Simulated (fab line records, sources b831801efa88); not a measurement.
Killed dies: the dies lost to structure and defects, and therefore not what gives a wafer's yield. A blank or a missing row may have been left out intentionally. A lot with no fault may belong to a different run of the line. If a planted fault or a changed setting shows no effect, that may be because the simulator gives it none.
Comparing a struck lot with a sound one	flow sfq_line	14 out of 325 route steps
Sound: the wafers L485.1, L485.4, L485.6. Struck: wafers L491.1, L491.2, L491.3. Last of all comes the cause.
For every step that has rows: the tool of each side, followed by ch and its chambers, followed by its first start. Under that, the readings that differ: sound wafers	struck wafers	difference of the means	sigmas: that difference in standard deviations of wafers without a fault.
alike: readings whose means differ by less than 2 such deviations, and words and numbers that are the same on both sides. not compared: withheld readings, readings that some wafer has no value for, bounds like >300 that may hide the same value, and numbers for which the record gives no deviation and whose values overlap.
The two part at a step that has a row with sigmas, a row that says differs or no value, or rows on one side only. Numbers that don't overlap but have no deviation are shown without sigmas and don't part them. A reading missing from all wafers of one side parts the sides only when that side holds two or more wafers.

SFQ_TRILAYER_I2_DEP_PECVD_063: deposits SiO2 from SiH4/N2O, time 111.11 s, target thk 500 nm.
  sound on pecvd-04 ch 0,2, day 20 14:04; struck on pecvd-03 ch 0,1,2, day 23 10:55
  alike: heater_power_w, throttle_valve_pct
SFQ_TRILAYER_I2_CMP_CMP_064: polishes SiO2.
  sound on cmp-02 ch 0,2, day 20 22:31; struck on cmp-02 ch 1,2,3, day 23 18:19
  alike: head_pressure_psi, motor_current_A, time_to_endpoint_s
SFQ_I2_BOW_MEAS_917:
  sound: film_metro-04 at day 21 01:01; struck: film_metro-04 at day 23 21:19
  alike: I2_BOW
SFQ_TRILAYER_I2_METRO_MEASURE_065:
  sound: film_metro-04 at day 21 01:08; struck: film_metro-04 at day 23 21:26
  alike: thk_nm
then, 6 steps without rows for these wafers: SFQ_TRILAYER_I2_VIA_LITHO_COAT_072 (resist thk 62 nm); SFQ_TRILAYER_I2_VIA_LITHO_COAT_067 (resist thk 650 nm); SFQ_TRILAYER_I2_VIA_LITHO_SOFTBAKE_071; SFQ_TRILAYER_I2_VIA_LITHO_EXPOSE_068 (exposes mask I2, target cd 500 nm); SFQ_TRILAYER_I2_VIA_LITHO_PEB_070 (peb time 60 s); SFQ_TRILAYER_I2_VIA_LITHO_DEVELOP_069 (time 60 s).
-- the record jumps here: 3 days lie between the struck wafers' starts before and after --
SFQ_I2_OVL_MEAS_918:
  sound: overlay-01 at day 23 15:24; struck: overlay-02 at day 26 23:46
  alike: I2_OVL
SFQ_TRILAYER_I2_VIA_BARC_OPEN_VIA_ETCH_096: etches BARC in O2, target depth 125 nm, time 41.7 s.
  sound on rie_diel-04 ch 2,3, day 23 15:26; struck on rie_diel-04 ch 1,2,3, day 26 23:48
  alike: bias_w, chamber_pressure_mTorr, drypump_motor_current_A, oes_product_au, rf_fwd_power_W
  not compared: rf_hours_counter_h
SFQ_TRILAYER_I2_VIA_ETCH_VIA_ETCH_070: etches SiO2 in CHF3, stops on Nb, target depth 260 nm.
  sound on rie_diel-04 ch 2,3, day 23 15:28; struck on rie_diel-04 ch 1,2,3, day 26 23:50
reading	sound	struck	difference	sigmas
rf_fwd_power_W (W)	500.1 496.1 497.8	578.6 578.6 579.6	+80.9	+51
  alike: bias_w, chamber_pressure_mTorr, drypump_motor_current_A, oes_product_au
  not compared: model.Nb_of_TRILAYER_M2_DEP_SPUTTER_055.thk_nm
SFQ_TRILAYER_I2_VIA_STRIP_STRIP_071: strips in O2.
  sound on rie_metal-01 ch 1, day 23 15:35; struck on rie_metal-03 ch 0,1, day 26 23:58
  alike: chamber_pressure_mTorr, drypump_motor_current_A, oes_product_au
  not compared: rf_hours_counter_h

== WHERE THEY PART ==
SFQ_TRILAYER_I2_VIA_ETCH_VIA_ETCH_070 only, going by this record. Later steps at which nothing parts them and some readings are alike: SFQ_TRILAYER_I2_VIA_STRIP_STRIP_071.

WHY: what had been put in by the simulator
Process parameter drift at SFQ_TRILAYER_I2_VIA_ETCH_VIA_ETCH_070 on rie_diel-04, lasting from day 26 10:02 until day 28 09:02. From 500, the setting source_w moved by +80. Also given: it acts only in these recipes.
